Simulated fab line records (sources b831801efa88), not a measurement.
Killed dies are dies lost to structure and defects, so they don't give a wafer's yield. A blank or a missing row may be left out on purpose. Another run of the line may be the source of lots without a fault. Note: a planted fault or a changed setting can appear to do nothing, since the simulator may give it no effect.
fab line records	flow sky130
[record] lots = 10	wafers = 30	last-day = 50
route steps=708 shown LI_CONTACT@377 LOCAL_INTERCONNECT@387
lots untouched by any fault: they come from a run of this same line in which no faults occurred
start-h: the number of hours between the record's first day and the start of the first shown wafer of the lot	wait-h: hours since the lot's step before	" identical to the entry in the row above	L1.1+2: one row covering several wafers at once	- no value present, or no start provided	* or withheld: withheld	< > ~ a bound
route shown NAME@n: names a module that has steps shown in the file, with the first one's number in the route	usual: mean and standard deviation over wafers with no fault	same: alike in all rows	chamber/n: place in a boat	sites: the reading at each site	_std_site: how widely they spread, as a standard deviation	_edge_site: the outer-site mean with the inner-site mean subtracted	radius-mm: how far each site lies from the wafer's centre	mask NAME#n: copy n	behind: tool/chamber where the wafer was last shaped	hold: reason for holding the lot/hours on hold/outcome of the hold	device: the transistor (n, p or np) that didn't switch	end of line: tests run on the same wafers once the route is complete	a step given without rows: its recipe and nothing more	killed: dies lost to structure and defects at the first sort, not the wafer's yield	map: dies across one wafer; x = killed, . = not, _ = none there
set.NAME: setting as actually run; set.NAME@STEP: the setting as run at that earlier step	model.NAME: the simulator's own value behind a step, which no gauge read
the route's steps for a sample of lots (tables are steps, rows are wafers)
services: the hour from which a tool's chamber was out of use, counted from the record's first day as start-h (under 0 if before that day), plus the number of hours and why
[[steps]]
[step SKY_LI_CONTACT_ETCH_15]
[recipe] target = PSG	chemistry = C4F8/O2/Ar	stop-on = Si	taper-deg = 4.15	mask-material = KrF-thick	source-w = 1500	bias-w = 1200	pressure-mtorr = 40	c4f8-flow-sccm = withheld	O2_flow_sccm = 6	Ar_flow_sccm = 300	time-s = withheld	target-depth-a = 6000
[usual] oes-product-au = 0.838/0.0041
lot.wafer	tool	chamber	start-h	wait-h	oes-product-au
L646.3	rie-diel-03	0	685.63	0.0	0.838
L646.5	"	0	"	"	0.840
L646.6	"	1	"	"	0.836
L647.1	rie-diel-04	1	696.42	0.0	0.843
L647.3	"	3	"	"	0.845
L647.4	"	2	"	"	0.842
L650.2	rie-diel-02	1	707.87	0.0	0.835
L650.3	"	3	"	"	0.837
L650.6	"	0	"	"	0.842
L649.3	rie-diel-02	3	711.75	0.0	0.841
L649.4	"	2	"	"	0.836
L649.5	"	2	"	"	0.837
L653.2	rie-diel-03	3	739.18	0.0	0.842
L653.3	"	1	"	"	0.837
L653.5	"	3	"	"	0.836
L658.1	rie-diel-04	1	778.75	0.0	0.836
L658.4	"	3	"	"	0.836
L658.6	"	0	"	"	0.839
L660.2	rie-diel-04	3	794.17	0.0	0.847
L660.4	"	1	"	"	0.842
L660.6	"	2	"	"	0.838
L665.1	rie-diel-03	1	832.33	0.0	0.840
L665.3	"	0	"	"	0.835
L665.4	"	3	"	"	0.840
L666.1	rie-diel-04	1	841.20	0.0	0.835
L666.4	"	0	"	"	0.827
L666.5	"	2	"	"	0.845
L668.2	rie-diel-03	2	847.45	0.0	0.838
L668.4	"	3	"	"	0.836
L668.5	"	2	"	"	0.844
[step SKY_LI_CONTACT_STRIP_16]
[recipe] chemistry = O2/N2	power-w = 1400	pressure-mtorr = 1500	platen-temp-c = withheld	o2-flow-sccm = 3000	n2-flow-sccm = 300	overash-fraction = 0.5
[usual] drypump-motor-current-A = 5.7/0.51	n2-flow-sccm = 300.0/1	oes-product-au = 0.377/0.0047	strip-time-to-endpoint-s = 3.513/0.029
lot.wafer	tool	chamber	start-h	wait-h	drypump-motor-current-A	n2-flow-sccm	oes-product-au	rf-hours-counter-h	strip-time-to-endpoint-s
L646.3	plasma-asher-03	1	685.75	-	5.5	301.1	0.373	-	3.483
L646.5	"	0	"	"	6.7	298.4	0.379	-	3.463
L646.6	"	1	"	"	5.5	302.0	0.377	-	3.489
L647.1	plasma-asher-02	0	696.51	-	5.3	298.4	0.374	53	3.535
L647.3	"	0	"	"	5.3	300.3	0.382	-	3.549
L647.4	"	1	"	"	5.7	300.8	0.376	-	3.556
L650.2	plasma-asher-02	0	707.96	-	5.3	300.5	0.375	54	3.531
L650.3	"	1	"	"	5.7	298.8	0.377	-	3.566
L650.6	"	1	"	"	5.7	299.8	0.365	-	3.528
L649.3	plasma-asher-02	0	711.87	-	5.3	301.2	0.366	-	3.526
L649.4	"	1	"	"	5.7	300.9	0.376	-	3.539
L649.5	"	0	"	"	5.3	300.7	0.383	-	3.514
L653.2	plasma-asher-01	0	739.26	-	5.3	300.5	0.385	30	3.495
L653.3	"	1	"	"	5.6	302.3	0.375	-	3.487
L653.5	"	1	"	"	5.6	300.4	0.369	-	3.481
L658.1	plasma-asher-01	1	778.83	-	5.6	300.2	0.376	34	3.506
L658.4	"	0	"	"	5.2	298.9	0.371	-	3.488
L658.6	"	1	"	"	5.6	301.1	0.374	-	3.482
L660.2	plasma-asher-01	0	794.26	-	5.3	299.4	0.378	35	3.491
L660.4	"	1	"	"	5.6	298.7	0.371	-	3.500
L660.6	"	0	"	"	5.3	301.7	0.370	-	3.526
L665.1	plasma-asher-03	1	832.41	-	5.6	300.1	0.382	100	3.469
L665.3	"	0	"	"	6.7	298.6	0.375	-	3.456
L665.4	"	1	"	"	5.6	299.3	0.383	-	3.478
L666.1	plasma-asher-01	1	841.28	-	5.6	299.0	0.380	40	3.550
L666.4	"	0	"	"	5.3	299.4	0.377	-	3.548
L666.5	"	0	"	"	5.3	299.8	0.371	-	3.538
L668.2	plasma-asher-03	0	847.53	-	6.7	298.0	0.385	101	3.483
L668.4	"	0	"	"	6.6	300.3	0.380	-	3.523
L668.5	"	1	"	"	5.5	300.2	0.373	-	3.491
[step SKY_LI_CONTACT_SPUTTER_20]
[recipe] material = TiN	target-thk-nm = 20	chamber-pressure-pa = 5	power-w = 4000	time-s = 80
[usual] throttle-valve-pct = 30.1/1.2
lot.wafer	tool	chamber	start-h	wait-h	throttle-valve-pct
L646.3	pvd-sputter-04	-	686.08	0.0	30.5
L646.5	"	-	"	"	32.2
L646.6	"	-	"	"	29.9
L647.1	pvd-sputter-03	-	696.90	0.0	29.6
L647.3	"	-	"	"	30.4
L647.4	"	-	"	"	29.6
L650.2	pvd-sputter-02	-	708.33	0.0	29.9
L650.3	"	-	"	"	29.6
L650.6	"	-	"	"	28.2
L649.3	pvd-sputter-04	-	712.22	0.0	29.6
L649.4	"	-	"	"	32.5
L649.5	"	-	"	"	29.7
L653.2	pvd-sputter-02	-	739.63	0.0	29.9
L653.3	"	-	"	"	27.9
L653.5	"	-	"	"	28.2
L658.1	pvd-sputter-04	-	779.20	0.0	29.8
L658.4	"	-	"	"	30.5
L658.6	"	-	"	"	30.7
L660.2	pvd-sputter-03	-	794.63	0.0	29.4
L660.4	"	-	"	"	31.6
L660.6	"	-	"	"	31.5
L665.1	pvd-sputter-04	-	832.80	0.0	32.5
L665.3	"	-	"	"	29.6
L665.4	"	-	"	"	30.4
L666.1	pvd-sputter-04	-	841.67	0.0	32.5
L666.4	"	-	"	"	30.1
L666.5	"	-	"	"	30.0
L668.2	pvd-sputter-04	-	847.90	0.0	32.6
L668.4	"	-	"	"	29.5
L668.5	"	-	"	"	32.4
[step SKY_LOCAL_INTERCONNECT_SPUTTER_00]
[recipe] material = TiN	target-thk-nm = 100	temp-c = 300	power-w = 6500	time-s = 83.3	chamber-pressure-pa = 0.4
[usual] throttle-valve-pct = 29.5/0.86
lot.wafer	tool	chamber	start-h	wait-h	throttle-valve-pct
L646.3	pvd-sputter-03	-	686.75	0.2	31.5
L646.5	"	-	"	"	31.2
L646.6	"	-	"	"	29.9
L647.1	pvd-sputter-02	-	697.56	0.2	28.0
L647.3	"	-	"	"	29.6
L647.4	"	-	"	"	29.6
L650.2	pvd-sputter-01	-	709.00	0.1	30.0
L650.3	"	-	"	"	29.5
L650.6	"	-	"	"	29.6
L649.3	pvd-sputter-03	-	712.89	0.1	30.1
L649.4	"	-	"	"	31.5
L649.5	"	-	"	"	29.7
L653.2	pvd-sputter-01	-	740.30	0.1	29.7
L653.3	"	-	"	"	29.9
L653.5	"	-	"	"	29.8
L658.1	pvd-sputter-01	-	779.87	0.2	30.0
L658.4	"	-	"	"	29.5
L658.6	"	-	"	"	30.5
L660.2	pvd-sputter-01	-	795.30	0.1	28.2
L660.4	"	-	"	"	29.7
L660.6	"	-	"	"	28.6
L665.1	pvd-sputter-02	-	833.47	0.2	29.9
L665.3	"	-	"	"	28.7
L665.4	"	-	"	"	28.1
L666.1	pvd-sputter-02	-	842.34	0.1	28.4
L666.4	"	-	"	"	29.6
L666.5	"	-	"	"	28.7
L668.2	pvd-sputter-02	-	848.57	0.1	28.6
L668.4	"	-	"	"	29.4
L668.5	"	-	"	"	29.3
[step SKY_LOCAL_INTERCONNECT_RS_MEAS_01]
[recipe] thk-meas-gauge = four-point-probe	reads = TiN_of_LOCAL_INTERCONNECT_SPUTTER_00
[usual] LOCAL_INTERCONNECT_TIN_RS = 14.19/0.14
lot.wafer	tool	chamber	start-h	wait-h	LOCAL_INTERCONNECT_TIN_RS[ohm/sq]
L646.3	film-metro-01	-	686.85	0.1	14.07
L646.5	"	-	"	"	14.11
L646.6	"	-	"	"	14.35
L647.1	film-metro-04	-	697.63	0.0	14.16
L647.3	"	-	"	"	14.09
L647.4	"	-	"	"	14.09
L650.2	film-metro-04	-	709.08	0.1	14.37
L650.3	"	-	"	"	14.33
L650.6	"	-	"	"	14.31
L649.3	film-metro-04	-	712.99	0.1	14.12
L649.4	"	-	"	"	14.01
L649.5	"	-	"	"	14.15
L653.2	film-metro-01	-	740.38	0.1	14.04
L653.3	"	-	"	"	14.22
L653.5	"	-	"	"	14.07
L658.1	film-metro-01	-	779.93	0.0	18.03
L658.4	"	-	"	"	17.87
L658.6	"	-	"	"	17.84
L660.2	film-metro-04	-	795.38	0.1	18.01
L660.4	"	-	"	"	17.81
L660.6	"	-	"	"	17.95
L665.1	film-metro-02	-	833.53	0.0	14.13
L665.3	"	-	"	"	14.29
L665.4	"	-	"	"	14.36
L666.1	film-metro-01	-	842.40	0.0	14.07
L666.4	"	-	"	"	14.23
L666.5	"	-	"	"	14.22
L668.2	film-metro-01	-	848.66	0.1	14.36
L668.4	"	-	"	"	14.18
L668.5	"	-	"	"	14.21
[step SKY_LOCAL_INTERCONNECT_THK_MEAS_02]
[recipe] thk-meas-gauge = xrf	reads = TiN_of_LOCAL_INTERCONNECT_SPUTTER_00
[usual] LOCAL_INTERCONNECT_TIN_THK = 97.6/0.9
lot.wafer	tool	chamber	start-h	wait-h	LOCAL_INTERCONNECT_TIN_THK[nm]
L646.3	film-metro-01	-	686.95	0.1	100.0
L646.5	"	-	"	"	99.2
L646.6	"	-	"	"	97.5
L647.1	film-metro-04	-	697.75	0.1	97.4
L647.3	"	-	"	"	98.2
L647.4	"	-	"	"	98.1
L650.2	film-metro-04	-	709.19	0.1	96.1
L650.3	"	-	"	"	96.4
L650.6	"	-	"	"	96.4
L649.3	film-metro-04	-	713.09	0.1	97.5
L649.4	"	-	"	"	98.7
L649.5	"	-	"	"	97.7
L653.2	film-metro-01	-	740.49	0.1	98.7
L653.3	"	-	"	"	97.7
L653.5	"	-	"	"	98.5
L658.1	film-metro-01	-	780.05	0.1	77.8
L658.4	"	-	"	"	78.0
L658.6	"	-	"	"	78.7
L660.2	film-metro-04	-	795.49	0.1	77.8
L660.4	"	-	"	"	78.7
L660.6	"	-	"	"	78.3
L665.1	film-metro-02	-	833.65	0.1	97.5
L665.3	"	-	"	"	96.5
L665.4	"	-	"	"	96.1
L666.1	film-metro-01	-	842.52	0.1	98.5
L666.4	"	-	"	"	97.6
L666.5	"	-	"	"	97.5
L668.2	film-metro-01	-	848.77	0.1	96.6
L668.4	"	-	"	"	97.5
L668.5	"	-	"	"	97.2
[step SKY_LOCAL_INTERCONNECT_METAL_ETCH_14]
[recipe] target-depth-nm = 110	stop-on = PSG	chemistry = Cl2/BCl3	target = TiN	resist-sidewall-deg = 88	pressure-mtorr = 10	icp-w = 900	bias-w = 48.5	Cl2_flow_sccm = 60	bcl3-flow-sccm = 30	time-s = 31.4
[usual] drypump-motor-current-A = 5.4/0.4	oes-product-au = 0.939/0.0068	throttle-valve-pct = 21.902/0.0092
lot.wafer	tool	chamber	start-h	wait-h	drypump-motor-current-A	oes-product-au	rf-hours-counter-h	throttle-valve-pct
L646.3	rie-metal-03	1	715.12	0.0	6.3	0.940	-	21.902
L646.5	"	1	"	"	6.3	0.945	-	21.903
L646.6	"	0	"	"	5.2	0.938	-	21.900
L647.1	rie-metal-02	1	725.90	0.0	4.8	0.931	8	21.910
L647.3	"	1	"	"	4.8	0.941	-	21.899
L647.4	"	0	"	"	5.4	0.947	-	21.899
L650.2	rie-metal-02	1	736.98	0.0	4.8	0.937	9	21.913
L650.3	"	0	"	"	5.4	0.935	-	21.909
L650.6	"	1	"	"	4.8	0.937	-	21.915
L649.3	rie-metal-01	0	741.06	0.0	5.5	0.936	-	21.921
L649.4	"	1	"	"	5.4	0.948	-	21.903
L649.5	"	0	"	"	5.5	0.942	-	21.908
L653.2	rie-metal-03	1	767.81	0.0	6.3	0.946	9	21.897
L653.3	"	1	"	"	6.3	0.937	-	21.888
L653.5	"	1	"	"	6.2	0.946	-	21.897
L658.1	rie-metal-03	1	806.12	0.0	6.3	0.828	10	21.974
L658.4	"	0	"	"	5.2	0.828	-	21.985
L658.6	"	1	"	"	6.3	0.827	-	21.964
L660.2	rie-metal-01	1	822.35	0.0	5.3	0.819	3	21.978
L660.4	"	0	"	"	5.5	0.830	-	21.958
L660.6	"	1	"	"	5.3	0.832	-	21.953
L665.1	rie-metal-01	0	859.96	0.0	5.5	0.937	7	21.905
L665.3	"	0	"	"	5.5	0.934	-	21.905
L665.4	"	1	"	"	5.4	0.934	-	21.903
L666.1	rie-metal-01	0	868.65	0.0	5.5	0.950	7	21.906
L666.4	"	0	"	"	5.5	0.935	-	21.901
L666.5	"	0	"	"	5.5	0.940	-	21.914
L668.2	rie-metal-01	0	874.85	0.0	5.5	0.935	8	21.901
L668.4	"	1	"	"	5.4	0.942	-	21.900
L668.5	"	1	"	"	5.4	0.934	-	21.888
[[services]]
tool	chamber	start-h	hours	kind
plasma-asher-01	-	669.85	1.6	repair
pvd-sputter-01	-	686.49	13.0	repair
rie-diel-04	1	704.55	23.6	repair
rie-diel-04	0	706.85	10.2	repair
rie-metal-01	-	720.72	0.9	repair
rie-metal-03	-	739.32	0.2	repair
rie-metal-01	1	761.54	16.6	repair
pvd-sputter-03	-	763.60	1.4	repair
pvd-sputter-01	-	767.06	4.4	repair
rie-diel-03	1	788.56	5.6	repair
rie-metal-03	1	788.59	12.4	repair
plasma-asher-02	-	791.74	2.6	repair
pvd-sputter-01	-	806.28	0.7	repair
plasma-asher-03	-	809.57	1.3	repair
pvd-sputter-04	-	816.39	3.8	repair
plasma-asher-01	-	818.40	0.4	repair
rie-diel-04	-	823.39	2.8	pm
pvd-sputter-03	-	824.07	3.8	repair
plasma-asher-02	-	837.56	14.6	pm
pvd-sputter-01	-	858.52	5.7	repair
plasma-asher-02	-	859.10	0.8	repair
pvd-sputter-02	-	860.27	14.7	repair
rie-metal-01	0	861.09	6.1	repair
rie-diel-03	2	861.14	5.7	repair
[[key]]
[first-sign] step = SKY_LOCAL_INTERCONNECT_RS_MEAS_01	reading = LOCAL_INTERCONNECT_TIN_RS	direction = up	sigmas = 26	usual = 14.19	struck = 17.92
[effect] step = SKY_LOCAL_INTERCONNECT_THK_MEAS_02	reading = LOCAL_INTERCONNECT_TIN_THK	direction = down	sigmas = 22	usual = 97.6	struck = 78.2
[effect] step = SKY_LOCAL_INTERCONNECT_METAL_ETCH_14	reading = oes-product-au	direction = down	sigmas = 16	usual = 0.939	struck = 0.827
met-at SKY_LOCAL_INTERCONNECT_SPUTTER_00
struck-lots L658,L660
tester-left-out L658,L660
not-acting-at SKY_LI_CONTACT_ETCH_15,SKY_LI_CONTACT_STRIP_16,SKY_LI_CONTACT_SPUTTER_20
onset-between 740.30 779.87
[fault] kind = process-parameter-drift	tool = pvd-sputter-01	chamber = -	onset-h = 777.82	steps = SKY_LOCAL_INTERCONNECT_SPUTTER_00	channel = time-s	offset = *	shape = step	end-h = 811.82	acts-in = *	stated = *
// tester-left-out: of these lots the tester's yield and bins aren't shown, on N5 and GAA mostly nor the transistor test; their killed dies are dies lost to structure and defects alone, not to doping, threshold or leakage, so they don't give the yield
